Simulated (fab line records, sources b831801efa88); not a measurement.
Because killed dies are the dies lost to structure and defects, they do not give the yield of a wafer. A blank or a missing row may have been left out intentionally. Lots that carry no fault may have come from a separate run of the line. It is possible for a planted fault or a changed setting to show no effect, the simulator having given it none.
A struck lot beside a sound one    flow sky130    15 out of 708 route steps
Sound: the wafers L865.1, L865.4, L865.5. The struck wafers were L880.2, L880.5, L880.6. The cause comes at the end.
At each step with rows: each side's tool, then ch and its chambers, then its first start. Under that, the readings that differ: sound wafers    struck wafers    difference of the means    sigmas: that difference in standard deviations of wafers without a fault.
alike: a reading whose means differ by less than 2 such deviations, as well as words and numbers matching on both sides. not compared: withheld readings; readings where some wafer has no value; bounds like >300 that might hide an equal value; numbers whose values overlap and for which the record gives no deviation.
Wherever a step has rows on one side only, a row that says differs or no value, or a row with sigmas, the two part there. When numbers do not overlap yet have no deviation, they are printed without sigmas and do not part them. A reading that every wafer of one side lacks parts them only if that side has two wafers or more.

first, 6 steps without rows for these wafers: SKY_VIA1_STRIP_16 (strips in O2/N2); SKY_VIA1_STRIP_17 (strips in post etch residue remover, time 1200 s); SKY_VIA1_CLEAN_18 (cleans in IPA, time 180 s); SKY_VIA1_CLEAN_19 (cleans in O3/DIW); SKY_VIA1_SPUTTER_20 (material TiN, target thk 20 nm, time 80 s); SKY_VIA1_CVD_21 (deposits W, target thk 270 nm, time 80.902 s).
SKY_VIA1_RS_MEAS_22: measurement is done with a four-point probe.
  sound on filmMetro-03 at day 35 05:06; struck on filmMetro-01 at day 40 05:05
  alike: VIA1_W_RS
SKY_VIA1_THK_MEAS_23: measures by xrf.
  sound on filmMetro-03 at day 35 05:13; struck on filmMetro-01 at day 40 05:12
  alike: VIA1_W_THK
SKY_VIA1_CMP_24: polishes, stops on SiO2, t overpolish 15 s, target thk 0 nm.
  sound on cmp-01 ch 2,3, day 35 05:17; struck on cmp-02 ch 0,1,2, day 40 05:21
  alike: motorCurrentA, overpolishRunS, retainingRingPressureFrac, timeToEndpointS
SKY_METAL2_SPUTTER_00: material Ti, target thk 15 nm, time 10 s.
  sound on pvdSputter-02 at day 35 05:35; struck on pvdSputter-02 at day 40 05:33
  alike: throttleValvePct
SKY_METAL2_SPUTTER_01: material TiN, target thk 20 nm, time 16.7 s.
  sound on pvdSputter-02 at day 35 05:36; struck on pvdSputter-02 at day 40 05:34
  alike: throttleValvePct
SKY_METAL2_SPUTTER_02: material AlCu, target thk 250 nm, time 13.3 s.
  sound on pvdSputter-02 at day 35 05:38; struck on pvdSputter-02 at day 40 05:36
  alike: throttleValvePct
SKY_METAL2_SPUTTER_03: material Ti, target thk 5 nm, time 3.3 s.
  sound on pvdSputter-02 at day 35 05:39; struck on pvdSputter-02 at day 40 05:37
reading                                   sound            struck           difference  sigmas
model.Ti_of_METAL2_SPUTTER_03.thkNm (nm)  5.15 5.13 5.213  4.916 4.812 4.8  -0.322      
  alike: throttleValvePct
SKY_METAL2_SPUTTER_04: material TiN, target thk 70 nm, time 58.3 s.
  sound on pvdSputter-02 at day 35 05:40; struck on pvdSputter-02 at day 40 05:38
  alike: throttleValvePct
SKY_PAD_OPEN_PROBE_99:
  the record has rows for the sound wafers here (prober-01, day 46 18:23) and none for the struck ones

WHERE THEY PART
SKY_PAD_OPEN_PROBE_99 only, going by this record.

WHY: what the simulator had put in
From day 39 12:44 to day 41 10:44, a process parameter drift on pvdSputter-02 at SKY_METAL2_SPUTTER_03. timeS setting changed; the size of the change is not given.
